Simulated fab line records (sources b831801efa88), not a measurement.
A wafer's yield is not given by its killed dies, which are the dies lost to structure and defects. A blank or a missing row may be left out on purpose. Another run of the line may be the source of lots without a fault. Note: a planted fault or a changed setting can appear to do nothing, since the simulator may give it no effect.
The tool behind it: which one? + flow sky130 + 33 wafers from 11 lots sampled at 2 of the route's 708 steps

== WHAT THE GAUGES READ, wafer by wafer ==
SKY_SD_N_RS_MEAS_16: uses a four-point probe to measure.
| lot  | measured     | on            | SD_N_RS (ohm/sq)  |
|------|--------------|---------------|-------------------|
| L471 | day 29 00:15 | film-metro-02 | 68.45 68.40 68.47 |
| L474 | day 30 15:40 | film-metro-02 | 68.81 68.96 68.85 |
| L475 | day 30 19:26 | film-metro-04 | 68.54 68.71 68.48 |
| L476 | day 31 03:05 | film-metro-04 | 68.67 68.46 68.61 |
| L477 | day 31 10:41 | film-metro-04 | 68.56 68.65 68.49 |
| L482 | day 33 03:34 | film-metro-01 | 68.67 68.72 68.56 |
| L486 | day 34 12:39 | film-metro-04 | 68.56 68.44 68.57 |
| L488 | day 35 14:31 | film-metro-02 | 71.28 71.31 71.26 |
| L490 | day 35 20:20 | film-metro-01 | 68.45 68.43 68.44 |
| L491 | day 36 07:04 | film-metro-02 | 71.35 71.48 71.33 |
| L492 | day 36 11:37 | film-metro-04 | 68.55 68.30 68.53 |

== EACH LOT AND THE TOOL THAT RAN IT (in order: tool; ch and the chambers of the sampled wafers; start) ==
| lot  | SKY_SD_N_RTA_14                  |
|------|----------------------------------|
| L471 | rtp-anneal-01 ch 0, day 29 00:04 |
| L474 | rtp-anneal-02 ch 0, day 30 15:28 |
| L475 | rtp-anneal-01 ch 0, day 30 19:16 |
| L476 | rtp-anneal-02 ch 0, day 31 02:55 |
| L477 | rtp-anneal-01 ch 0, day 31 10:31 |
| L482 | rtp-anneal-02 ch 0, day 33 03:22 |
| L486 | rtp-anneal-02 ch 0, day 34 12:29 |
| L488 | rtp-anneal-01 ch 0, day 35 14:19 |
| L490 | rtp-anneal-02 ch 0, day 35 20:10 |
| L491 | rtp-anneal-01 ch 0, day 36 06:53 |
| L492 | rtp-anneal-02 ch 0, day 36 11:26 |
- SKY_SD_N_RTA_14: time 2 s.

== THE ANSWER, worked out from the rows above alone ==
Rule: the lots themselves supply what counts as usual. The widest of any qualifying gaps counts: lots, ordered by their means at a reading, are off when they make up no more than a third of the lots, leave a main group of 4 or more, and stand apart from it by 3 or more times the standard deviation of that group's means. A main group whose means are all the same, to the digits that the tables above print for the reading, isn't used. A lot without any number at a reading at which 4 lots or more have one is off too. All remaining lots with rows at the step are treated as sound.
Off: L488, L491, at SKY_SD_N_RS_MEAS_16 (SD_N_RS). Mean 68.57 ohm/sq and standard deviation 0.13 in the main group.
If a tool, at a process step before that reading, ran all the lots that are off and no sound lot after the first of them, it fits. The gauges at SKY_SD_N_RS_MEAS_16 are tried like those tools. Can't be told from this: 2 tools fit, rtp-anneal-01 at SKY_SD_N_RTA_14, film-metro-02 at SKY_SD_N_RS_MEAS_16.

== WHAT THE SIMULATOR HAD PUT IN ==
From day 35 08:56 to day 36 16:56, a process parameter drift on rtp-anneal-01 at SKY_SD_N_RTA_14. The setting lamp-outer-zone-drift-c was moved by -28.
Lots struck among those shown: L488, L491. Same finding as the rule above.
